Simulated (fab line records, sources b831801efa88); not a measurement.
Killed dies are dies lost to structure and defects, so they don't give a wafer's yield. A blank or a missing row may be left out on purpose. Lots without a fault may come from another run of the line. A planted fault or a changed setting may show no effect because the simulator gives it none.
Which tool did it? | flow gf180mcu | 15 lots, 45 wafers sampled, at 2 steps of a route of 602

WHAT THE GAUGES READ, wafer by wafer
GF_HV_LDD_THK_MEAS_57.
lot  | measured     | on            | HV_LDD_CVD_56_THK (nm)
L962 | day 12 07:14 | film_metro-03 | 90.3 90.2 89.8
L963 | day 12 21:10 | film_metro-03 | 91.2 90.1 90.3
L964 | day 13 04:44 | film_metro-02 | 89.3 89.5 88.7
L965 | day 13 08:25 | film_metro-03 | 88.7 88.8 89.4
L968 | day 14 06:53 | film_metro-01 | 90.3 89.4 88.8
L971 | day 15 10:10 | film_metro-02 | 89.3 88.7 89.6
L972 | day 15 21:29 | film_metro-02 | 90.3 89.9 90.2
L973 | day 16 05:43 | film_metro-03 | 89.0 88.9 88.2
L974 | day 16 12:54 | film_metro-01 | 89.9 89.7 89.0
L975 | day 16 22:03 | film_metro-01 | 89.6 89.8 90.0
L979 | day 18 06:22 | film_metro-03 | 89.3 89.3 88.9
L980 | day 18 12:32 | film_metro-01 | 89.8 89.9 90.6
L981 | day 18 23:28 | film_metro-03 | 88.8 88.7 89.4
L982 | day 19 00:53 | film_metro-02 | 89.6 89.9 90.1
L983 | day 19 11:25 | film_metro-03 | 89.0 90.1 89.2

GF_NSD_CD_MEAS_07: target cd 400 nm.
lot  | measured     | on        | cd_nm (nm)
L962 | day 13 03:10 | cd_sem-02 | 402.4 404.0 401.3
L963 | day 13 17:29 | cd_sem-01 | 400.5 399.6 399.5
L964 | day 14 01:31 | cd_sem-02 | 399.1 396.2 399.5
L965 | day 14 04:22 | cd_sem-02 | 399.0 398.3 397.5
L968 | day 15 03:56 | cd_sem-01 | 395.7 396.8 396.2
L971 | day 16 07:05 | cd_sem-02 | 404.7 402.8 401.7
L972 | day 16 19:26 | cd_sem-01 | 395.3 397.6 394.6
L973 | day 17 03:44 | cd_sem-02 | 398.3 396.8 397.4
L974 | day 17 10:44 | cd_sem-02 | 403.0 401.6 401.9
L975 | day 17 20:50 | cd_sem-01 | 402.1 401.6 401.8
L979 | day 19 05:43 | cd_sem-01 | 401.3 402.4 403.0
L980 | day 19 12:34 | cd_sem-01 | 398.5 396.7 397.8
L981 | day 19 22:20 | cd_sem-01 | 400.4 401.3 399.8
L982 | day 20 01:14 | cd_sem-02 | 398.7 401.1 402.1
L983 | day 20 10:42 | cd_sem-02 | 398.7 398.7 398.4

WHICH TOOL RAN EACH LOT (tool, then ch and the chambers of the sampled wafers, then the start)
The record holds no process step before these readings.

WHAT THE TOOLS THEMSELVES READ (means of the sampled wafers that have a number; where no wafer has one, the mark that the record gives instead)
The record holds no such reading with a usual standard deviation.

THE ANSWER, worked out from the rows above alone
Rule: what is usual is taken from the lots themselves. Put in order of their means at a reading, lots are off if they are a third of the lots or fewer, leave a main group of 4 or more, and stand apart from it by a gap of 3 or more times the standard deviation of the main group's means; of several such gaps the widest counts. A main group whose means are all the same, to the digits that the tables above print for the reading, isn't used. A lot without any number at a reading at which 4 lots or more have one is off too. The other lots that the step has rows for count as sound. The gauges are gone through in route order, then the tools' own readings, and for those a lot's mean is taken as printed above. The first step at which some lot is off is used, and at that step the reading that is off furthest; a lot without a number counts as furthest.
No lot is off at any reading shown: from this, nothing can be told.

WHAT THE SIMULATOR HAD PUT IN
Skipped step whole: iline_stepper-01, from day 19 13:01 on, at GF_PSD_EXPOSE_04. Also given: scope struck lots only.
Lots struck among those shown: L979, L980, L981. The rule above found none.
